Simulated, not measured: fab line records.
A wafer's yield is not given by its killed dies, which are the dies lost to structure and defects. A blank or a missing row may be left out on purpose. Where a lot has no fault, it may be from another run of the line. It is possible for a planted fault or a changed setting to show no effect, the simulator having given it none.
What tool caused it? || flow sky130 || route of 708 steps, sampled at 1 step: 7 lots, 21 wafers

WHAT THE GAUGES READ, wafer by wafer
SKY_VIA2_OVL_MEAS_13.
{"lot": "L225", "measured": "day 36 19:27", "on": "overlay-01", "VIA2_OVL (nm)": "7 7 -1"}
{"lot": "L227", "measured": "day 37 16:05", "on": "overlay-02", "VIA2_OVL (nm)": "16 9 4"}
{"lot": "L229", "measured": "day 38 00:35", "on": "overlay-01", "VIA2_OVL (nm)": "11 12 9"}
{"lot": "L231", "measured": "day 38 18:08", "on": "overlay-02", "VIA2_OVL (nm)": "-2 7 9"}
{"lot": "L233", "measured": "day 39 09:45", "on": "overlay-01", "VIA2_OVL (nm)": "3 13 6"}
{"lot": "L241", "measured": "day 41 14:11", "on": "overlay-01", "VIA2_OVL (nm)": "13 12 7"}
{"lot": "L243", "measured": "day 42 08:49", "on": "overlay-01", "VIA2_OVL (nm)": "11 7 15"}

WHAT TOOL EACH LOT RAN ON (gives the tool, then ch and the chambers of the sampled wafers, and finally the start)
The record holds no process step before these readings.

THE ANSWER, worked out from the rows above alone
Rule: what is usual is taken from the lots themselves. The widest of any qualifying gaps counts: lots, ordered by their means at a reading, are off when they make up no more than a third of the lots, leave a main group of 4 or more, and stand apart from it by 3 or more times the standard deviation of that group's means. Not used: any main group whose means are identical at the precision the tables above print for the reading. A lot without any number at a reading at which 4 lots or more have one is off too. Any other lot the step has rows for is counted as sound.
Nothing can be told from this: no lot is off at any reading shown.

WHAT THE SIMULATOR PUT IN
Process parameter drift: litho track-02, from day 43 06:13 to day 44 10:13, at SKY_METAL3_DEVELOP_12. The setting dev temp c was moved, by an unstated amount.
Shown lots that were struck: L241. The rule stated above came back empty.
